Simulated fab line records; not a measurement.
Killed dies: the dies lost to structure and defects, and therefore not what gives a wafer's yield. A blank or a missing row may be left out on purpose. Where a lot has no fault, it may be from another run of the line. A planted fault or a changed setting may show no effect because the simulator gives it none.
fab line records | flow gf180mcu
record: lots: 5 wafers: 15 last-day: 34
route steps=602 shown DNWELL@40 NWELL@42 LVPWELL@54 MVSD@66
lots with no fault: from the same line, run without faults
start-h: start of the lot's first displayed wafer, in hours after the record's first day | wait-h: hours since the lot's step before | " same as the row above | L1.1+2: a row that stands for several wafers | - value missing, or start not given | * or withheld: withheld | < > ~ a bound
route shown NAME@n: a module of which the file shows steps, and the number in the route of the first | usual: the fault-free wafers' mean and standard deviation | same: alike in all rows | chamber/n: place in a boat | sites: each site's reading | _std_site: standard deviation across them | _edge_site: the outer-site mean with the inner-site mean subtracted | radius-mm: for every site, how far away it sits from the centre of the wafer | mask NAME#n: copy n | behind: the most recent tool/chamber to have shaped the wafer | hold: the reason the lot was held/the length of the hold in hours/how it ended | device: which transistor (n, p or np) failed to switch | end of line: tests run on the same wafers once the route is complete | where a step has no rows: the recipe by itself | killed: dies that structure and defects cost at the first sort, which is not the same as the wafer's yield | map: a wafer's dies, x killed, . not, _ none there
set.NAME: the setting that was run; set.NAME@STEP: the one run at that earlier step | model.NAME: the simulator's own value behind a step, which no gauge read
lots at some steps of the route; a table a step, a row a wafer
services: the hour from which a tool's chamber was out of use, counted from the record's first day as start-h (under 0 if before that day), plus the number of hours and why
== steps ==
step: GF_DNWELL_STRIP_08
recipe: chemistry: O2/N2 power-w: 1400 pressure-mtorr: 1500 platen-temp-c: 250 o2-flow-sccm: 3000 n2-flow-sccm: 300 overash-fraction: 0.5
usual: drypump-motor-current-A: 5.7/0.66 heater-power-w: 335/33 oes-product-au: 0.722/0.0043 platen-temp-c: 250.01/0.18 strip-time-to-endpoint-s: 36.92/0.091
same: overash-fraction: 0.5
columns lot.wafer tool chamber start-h wait-h drypump-motor-current-A heater-power-w oes-product-au platen-temp-c rf-hours-counter-h strip-time-to-endpoint-s
L694.1 plasma-asher-01 0 50.09 0.1 5.3 327 0.728 250.01 42 36.92
L694.2 " 1 " " 5.3 386 0.728 249.84 42 36.96
L694.3 " 1 " " 5.3 397 0.722 249.97 - 36.95
L697.1 plasma-asher-01 1 64.68 0.1 5.3 386 0.734 250.09 44 37.06
L697.2 " 0 " " 5.3 335 0.719 249.93 44 37.08
L697.5 " 0 " " 5.3 322 0.723 250.30 - 37.05
L710.1 plasma-asher-02 1 133.61 0.1 6.8 274 0.720 249.71 2 36.97
L710.2 " 0 " " 4.9 309 0.718 250.02 2 37.00
L710.3 " 0 " " 4.9 314 0.721 250.27 - 36.98
L711.1 plasma-asher-01 1 136.88 0.1 5.3 381 0.720 250.13 52 36.92
L711.3 " 1 " " 5.3 385 0.721 250.19 - 36.87
L711.4 " 0 " " 5.3 323 0.724 250.07 - 36.90
L716.1 plasma-asher-02 0 164.34 0.1 4.9 303 0.718 250.02 5 37.01
L716.2 " 1 " " 6.8 277 0.723 249.83 5 37.09
L716.3 " 0 " " 4.9 311 0.727 249.82 - 37.00
step: GF_DNWELL_TW_MEAS_09
usual: DNWELL_TW: 1336/15
columns lot.wafer tool chamber start-h wait-h DNWELL_TW
L694.1 film-metro-01 - 50.19 0.1 1358
L694.2 " - " " 1357
L694.3 " - " " 1362
L697.1 film-metro-04 - 64.78 0.1 1305
L697.2 " - " " 1316
L697.5 " - " " 1315
L710.1 film-metro-01 - 133.71 0.1 1340
L710.2 " - " " 1344
L710.3 " - " " 1341
L711.1 film-metro-01 - 136.98 0.1 1336
L711.3 " - " " 1336
L711.4 " - " " 1334
L716.1 film-metro-04 - 164.44 0.1 1331
L716.2 " - " " 1328
L716.3 " - " " 1328
step: GF_NWELL_DEHYDRATE_00
recipe: temp-c: 200 time-s: 60
step: GF_NWELL_HMDS_01
recipe: prime-time-s: 60 prime-temp-c: 120
step: GF_NWELL_COAT_02
recipe: spin-rpm: 2000 resist-thk-nm: 3000
step: GF_NWELL_SOFTBAKE_03
recipe: temp-c: 110 time-s: withheld
step: GF_NWELL_EXPOSE_04
recipe: mask-id: Nwell target-cd-nm: 860 na: 0.6 source-shape: conventional sigma-outer: 0.6 dose-mj: 260
step: GF_NWELL_PEB_05
recipe: temp-c: 115 time-s: withheld
step: GF_NWELL_DEVELOP_06
recipe: wall-angle-deg: 90 develop-time-s: 60 dev-temp-c: 23
step: GF_NWELL_OVL_MEAS_07
usual: NWELL_OVL: -0.8/1.3
columns lot.wafer tool chamber start-h wait-h NWELL_OVL[nm]
L694.1 overlay-01 - 63.53 - -0.7
L694.2 " - " " -1.7
L694.3 " - " " -1.8
L697.1 overlay-01 - 77.98 - 0.4
L697.2 " - " " 0.0
L697.5 " - " " 0.2
L710.1 overlay-02 - 149.13 - 0.2
L710.2 " - " " 0.3
L710.3 " - " " 0.6
L711.1 overlay-01 - 152.74 - -0.9
L711.3 " - " " 0.1
L711.4 " - " " -1.5
L716.1 overlay-01 - 180.84 - -1.6
L716.2 " - " " -2.7
L716.3 " - " " -2.7
step: GF_NWELL_IMPLANT_08
recipe: species: P energy-kev: 450 dose-cm2: 1.5e+13 tilt-deg: 0
step: GF_NWELL_IMPLANT_09
recipe: species: P energy-kev: 160 dose-cm2: 4e+12 tilt-deg: 0
step: GF_NWELL_STRIP_10
recipe: chemistry: O2/N2 power-w: 1400 pressure-mtorr: 1500 platen-temp-c: 250 o2-flow-sccm: 3000 n2-flow-sccm: 300 overash-fraction: 0.5
usual: drypump-motor-current-A: 5.5/0.49 heater-power-w: 351/22 oes-product-au: 0.722/0.0048 platen-temp-c: 250.03/0.17 strip-time-to-endpoint-s: 36.94/0.096
same: overash-fraction: 0.5
columns lot.wafer tool chamber start-h wait-h drypump-motor-current-A heater-power-w oes-product-au platen-temp-c rf-hours-counter-h strip-time-to-endpoint-s model.coat_of_NWELL_COAT_02.thk-nm
L694.1 plasma-asher-03 1 63.86 0.1 5.2 379 0.720 249.86 40 36.77 0
L694.2 " 0 " " 5.2 337 0.717 249.81 40 36.77 0
L694.3 " 0 " " 5.2 338 0.728 249.95 - 36.91 0
L697.1 plasma-asher-01 1 78.31 0.1 5.3 394 0.715 250.11 45 36.95 0
L697.2 " 0 " " 5.3 332 0.725 249.89 45 36.95 0
L697.5 " 0 " " 5.3 324 0.725 250.14 - 37.01 0
L710.1 plasma-asher-03 0 149.46 0.1 5.2 331 0.721 249.94 49 36.90 0
L710.2 " 1 " " 5.2 372 0.727 250.12 49 36.99 0
L710.3 " 0 " " 5.2 330 0.713 250.24 - 36.92 0
L711.1 plasma-asher-01 1 153.08 0.1 5.3 382 0.959 250.12 53 - 686.7
L711.3 " 0 " " 5.3 323 0.965 250.12 - - 685.9
L711.4 " 1 " " 5.3 395 0.961 250.12 - - 686.9
L716.1 plasma-asher-04 0 181.18 0.1 5.8 343 0.722 249.95 38 36.82 0
L716.2 " 1 " " 6.6 354 0.726 250.24 38 36.86 0
L716.3 " 1 " " 6.6 358 0.724 249.99 - 36.92 0
step: GF_NWELL_TW_MEAS_11
usual: NWELL_TW: 1578/11
columns lot.wafer tool chamber start-h wait-h NWELL_TW
L694.1 film-metro-01 - 63.96 0.1 1573
L694.2 " - " " 1567
L694.3 " - " " 1565
L697.1 film-metro-03 - 78.41 0.1 1581
L697.2 " - " " 1579
L697.5 " - " " 1591
L710.1 film-metro-02 - 149.56 0.1 1577
L710.2 " - " " 1584
L710.3 " - " " 1578
L711.1 film-metro-03 - 153.18 0.1 1594
L711.3 " - " " 1594
L711.4 " - " " 1588
L716.1 film-metro-02 - 181.28 0.1 1581
L716.2 " - " " 1574
L716.3 " - " " 1574
step: GF_LVPWELL_DEHYDRATE_00
recipe: temp-c: 200 time-s: 60
step: GF_LVPWELL_HMDS_01
recipe: prime-time-s: 60 prime-temp-c: 120
step: GF_LVPWELL_COAT_02
recipe: spin-rpm: 2000 resist-thk-nm: 3000
step: GF_LVPWELL_SOFTBAKE_03
recipe: temp-c: 110 time-s: withheld
step: GF_LVPWELL_EXPOSE_04
recipe: mask-id: LVPWELL target-cd-nm: 600 na: 0.6 source-shape: conventional sigma-outer: 0.6 dose-mj: 260
step: GF_LVPWELL_PEB_05
recipe: temp-c: 115 time-s: withheld
step: GF_LVPWELL_DEVELOP_06
recipe: wall-angle-deg: 90 develop-time-s: 60 dev-temp-c: 23
step: GF_LVPWELL_OVL_MEAS_07
usual: LVPWELL_OVL: -0.4/1.1
columns lot.wafer tool chamber start-h wait-h LVPWELL_OVL[nm]
L694.1 overlay-01 - 77.09 - 0.8
L694.2 " - " " 2.7
L694.3 " - " " 1.5
L697.1 overlay-02 - 91.61 - -0.9
L697.2 " - " " -1.3
L697.5 " - " " -0.8
L710.1 overlay-01 - 165.16 - -1.2
L710.2 " - " " -2.3
L710.3 " - " " -1.0
L711.1 overlay-01 - 169.56 - -0.4
L711.3 " - " " 0.6
L711.4 " - " " -1.3
L716.1 overlay-02 - 197.81 - 0.0
L716.2 " - " " -0.9
L716.3 " - " " -2.2
step: GF_LVPWELL_IMPLANT_08
recipe: species: B energy-kev: 170 dose-cm2: 1.5e+13 tilt-deg: 0
step: GF_LVPWELL_IMPLANT_09
recipe: species: B energy-kev: 60 dose-cm2: 5e+12 tilt-deg: 0
step: GF_LVPWELL_STRIP_10
recipe: chemistry: O2/N2 power-w: 1400 pressure-mtorr: 1500 platen-temp-c: 250 o2-flow-sccm: 3000 n2-flow-sccm: 300 overash-fraction: 0.5
usual: drypump-motor-current-A: 5.7/0.64 heater-power-w: 341/24 oes-product-au: 0.723/0.0044 platen-temp-c: 250.00/0.18 strip-time-to-endpoint-s: 36.93/0.1
same: overash-fraction: 0.5
columns lot.wafer tool chamber start-h wait-h drypump-motor-current-A heater-power-w oes-product-au platen-temp-c rf-hours-counter-h strip-time-to-endpoint-s
L694.1 plasma-asher-04 1 77.42 0.1 6.6 355 0.724 250.19 27 36.91
L694.2 " 0 " " 5.8 331 0.722 250.07 27 36.98
L694.3 " 0 " " 5.7 331 0.726 249.85 - 37.02
L697.1 plasma-asher-04 0 91.94 0.1 5.8 332 0.721 249.66 29 37.00
L697.2 " 1 " " 6.6 354 0.727 250.07 29 36.91
L697.5 " 1 " " 6.6 350 0.727 249.80 - 36.94
L710.1 plasma-asher-03 0 165.49 0.1 5.2 336 0.723 250.16 50 36.98
L710.2 " 1 " " 5.2 367 0.723 250.09 50 37.02
L710.3 " 0 " " 5.2 327 0.728 250.04 - 36.99
L711.1 plasma-asher-04 1 169.89 0.1 6.6 353 0.724 249.85 37 47.12
L711.3 " 1 " " 6.6 354 0.725 250.01 - 47.02
L711.4 " 0 " " 5.7 339 0.726 250.10 - 47.14
L716.1 plasma-asher-04 1 198.14 0.1 6.6 353 0.727 250.05 40 37.00
L716.2 " 0 " " 5.8 327 0.723 250.18 40 37.01
L716.3 " 1 " " 6.6 351 0.723 250.14 - 37.11
step: GF_LVPWELL_TW_MEAS_11
usual: LVPWELL_TW: 560/4
columns lot.wafer tool chamber start-h wait-h LVPWELL_TW
L694.1 film-metro-01 - 77.52 0.1 558
L694.2 " - " " 558
L694.3 " - " " 557
L697.1 film-metro-02 - 92.04 0.1 562
L697.2 " - " " 560
L697.5 " - " " 561
L710.1 film-metro-01 - 165.59 0.1 560
L710.2 " - " " 558
L710.3 " - " " 562
L711.1 film-metro-01 - 170.01 0.1 404
L711.3 " - " " 405
L711.4 " - " " 404
L716.1 film-metro-02 - 198.24 0.1 569
L716.2 " - " " 563
L716.3 " - " " 564
step: GF_MVSD_DEHYDRATE_00
recipe: temp-c: 200 time-s: 60
== services ==
columns tool chamber start-h hours kind
plasma-asher-03 - 78.46 0.6 repair
plasma-asher-02 - 85.59 0.7 repair
plasma-asher-04 - 88.27 2.4 repair
plasma-asher-01 - 89.84 1.8 repair
plasma-asher-03 - 90.48 2.1 repair
plasma-asher-02 - 108.75 9.0 pm
plasma-asher-02 0 108.75 9.0 vent-cycle
plasma-asher-02 1 108.75 9.0 vent-cycle
plasma-asher-02 0 117.75 - clean
plasma-asher-02 1 117.75 - clean
plasma-asher-02 - 197.97 0.4 repair
== key ==
first-sign: step: GF_NWELL_STRIP_10 reading: oes-product-au direction: up sigmas: 50 usual: 0.722 struck: 0.962
effect: step: GF_LVPWELL_STRIP_10 reading: strip-time-to-endpoint-s direction: up sigmas: 99+ usual: * struck: *
effect: step: GF_LVPWELL_TW_MEAS_11 reading: LVPWELL_TW direction: down sigmas: 39 usual: 560 struck: 404
model-effect: step: GF_NWELL_STRIP_10 value: coat_of_NWELL_COAT_02.thk-nm without: 0 struck: 686.5
met-at GF_NWELL_STRIP_10
struck-wafers L711.1,L711.3,L711.4
sort-left-out L711.1,L711.3,L711.4
tester-left-out L711
onset-between 78.31 153.08
fault: kind: strip-aborted tool: plasma-asher-01 chamber: - onset-h: 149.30 steps: GF_NWELL_STRIP_10 offset: 0.51767 end-h: 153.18
tester-left-out: of these lots the tester's yield and bins aren't shown, on N5 and GAA mostly nor the transistor test; their killed dies are dies lost to structure and defects alone, not to doping, threshold or leakage, so they don't give the yield
sort-left-out: the simulated sort isn't trusted on such a fault, so these wafers' sort isn't shown, and their yield isn't known
